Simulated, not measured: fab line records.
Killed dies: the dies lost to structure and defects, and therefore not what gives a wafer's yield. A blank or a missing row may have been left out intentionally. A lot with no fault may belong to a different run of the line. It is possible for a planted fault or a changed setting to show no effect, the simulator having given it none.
Problem report, 8D (eight disciplines) form, completed by code || flow gf180mcu || the parts of the form that need people (team, actions taken, sign-off) are left out

1. THE PROBLEM
Wafers free of any fault read 10.02 nm (standard deviation 0.19) for STI_OXIDATION_02_THK at GF_STI_THK_MEAS_30, against a mean of 7.60 nm on 6 wafers of 2 lots. Relative to the usual mean, that is a shift of -13 standard deviations.
Seen first at day 3 17:29 on film metro-01, wafer L913.4. Wafers with a number at this step in the record: 42, from 14 lots. By rule, "out" or "out of limits" means more than 4 standard deviations away from the usual mean. Any other wafer with a number is counted as sound.

2. WHAT IT IS, WHAT IT ISN'T
{"question": "which readings at this step", "is": "STI_OXIDATION_02_THK", "is not": "-"}
{"question": "which lots", "is": "L913, L915", "is not": "L906, L907, L908, L909, L910, L911, L914, L918, L924, L926, L927, L928"}
{"question": "which wafers of those lots", "is": "all that have a number", "is not": "-"}
{"question": "read on which gauges", "is": "film metro-01, film metro-02", "is not": "film metro-03"}
{"question": "when", "is": "from day 3 17:29", "is not": "up to then (18 sound wafers); but 18 sound wafers of L914, L918, L924, L926, L927, L928 came after"}

3. WHAT RULES OUT EACH SUSPECT
Counting: a tool at any process step up to the reading remains a suspect when it ran all the lots that are out and ran no sound lot after the first of those.
- the gauge at GF_STI_THK_MEAS_30 is ruled out. The wafers that are out were read on 2 gauges (film metro-01, film metro-02).
- rie si-01 at GF_STI_ETCH_14 (etches Si in HBr/Cl2/O2, target depth 360 nm, time 102.9 s): ruled out as a lasting fault. The sound lots L914, L918, L926, L927 went through it after L913, its earliest lot that is out (day 3 13:20).
- furnace-01 at GF_STI_OXIDATION_29 (stabilise 600 s, purge 300 s, target thk 10 nm): ruled out as a lasting fault. The sound lots L927, L928 went through it after L913, its earliest lot that is out (day 3 16:04).
Left after counting: nothing in the record.

4. THE CAUSE (what the simulator had put in)
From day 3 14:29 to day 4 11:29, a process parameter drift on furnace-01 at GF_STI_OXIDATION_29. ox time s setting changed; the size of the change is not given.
It was ruled out by counting, in error; the rule expects a fault to strike all lots run on its tool from its start on, and this fault did not.

5. THE EFFECT CHAIN, in route order
One row per reading whose mean, taken over the struck wafers that have a number, lies over 3 standard deviations from the usual. Only readings whose record carries a usual standard deviation are examined. hours: median over the lots of the time between each lot's start at the first step of this table that gives one and its start at this step. sigmas: the change, counted in usual standard deviations.
{"hours": 0, "step": "GF_STI_THK_MEAS_30", "reading": "STI_OXIDATION_02_THK", "usual": "10.02 nm", "on struck wafers": 7.60, "change": -2.42, "sigmas": -13}
Later steps that measure or inspect, where all struck wafers having a row at the step show a number for every such reading and not one has moved that far: GF_MVSD_OVL_MEAS_07, GF_POLY_GATE_OVL_MEAS_11.

6. WHAT WOULD HAVE CAUGHT IT SOONER
3 hours passed between the start of the fault at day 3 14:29 and the first reading out of limits at a measuring or inspecting step in this record, taken at day 3 17:29.
